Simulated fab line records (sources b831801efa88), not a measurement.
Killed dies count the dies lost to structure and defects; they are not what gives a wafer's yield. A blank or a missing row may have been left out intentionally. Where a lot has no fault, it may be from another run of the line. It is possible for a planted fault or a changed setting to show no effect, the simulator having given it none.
Chamber matching / flow sfq-line / cmp-01 running SFQ_TRILAYER_I3_CMP_CMP_082: 4 sister chambers
The step polishes SiO2. 4 wafers are shown with their chamber, then 7 later ones without.

WAFERS PAIRED WITH THEIR CHAMBERS
wafer=L171.6; chamber=3; motor-current-A (A)=11.5
wafer=L177.6; chamber=2; motor-current-A (A)=11.1
wafer=L178.3; chamber=1; motor-current-A (A)=9.6
wafer=L178.5; chamber=0; motor-current-A (A)=12.1

WAFERS MISSING THEIR CHAMBER
wafer=L178.6; motor-current-A (A)=11.8
wafer=L179.2; motor-current-A (A)=9.4
wafer=L179.5; motor-current-A (A)=11.3
wafer=L179.6; motor-current-A (A)=11.7
wafer=L180.1; motor-current-A (A)=11.7
wafer=L180.2; motor-current-A (A)=9.8
wafer=L180.5; motor-current-A (A)=11.9

CHAMBER TAKEN BY EACH
wafer=L178.6; from the rows above=can't be placed: 0 or 3 or 2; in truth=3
wafer=L179.2; from the rows above=1; in truth=1
wafer=L179.5; from the rows above=can't be placed: 3 or 2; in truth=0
wafer=L179.6; from the rows above=can't be placed: 3 or 0 or 2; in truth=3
wafer=L180.1; from the rows above=can't be placed: 3 or 0 or 2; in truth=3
wafer=L180.2; from the rows above=1; in truth=1
wafer=L180.5; from the rows above=can't be placed: 0 or 3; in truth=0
2 of 7 placed correctly. From these rows, 5 cannot be placed; in 4 the true chamber is one of the candidates. Placed wrongly: 0.
How it was worked out, from the rows above alone: a wafer's distance from a chamber is the root of the sum, over the readings, of the square of ((its reading less the chamber's mean) divided by the reading's scatter). If the next closest chamber is less than 2 further off than the closest, the wafer can't be placed; otherwise it belongs to the closest. Each chamber's mean is taken over the wafers shown for it. The scatter (one wafer shown for each chamber): square how far every hidden wafer sits from the nearest shown wafer, average those squares and take the square root.
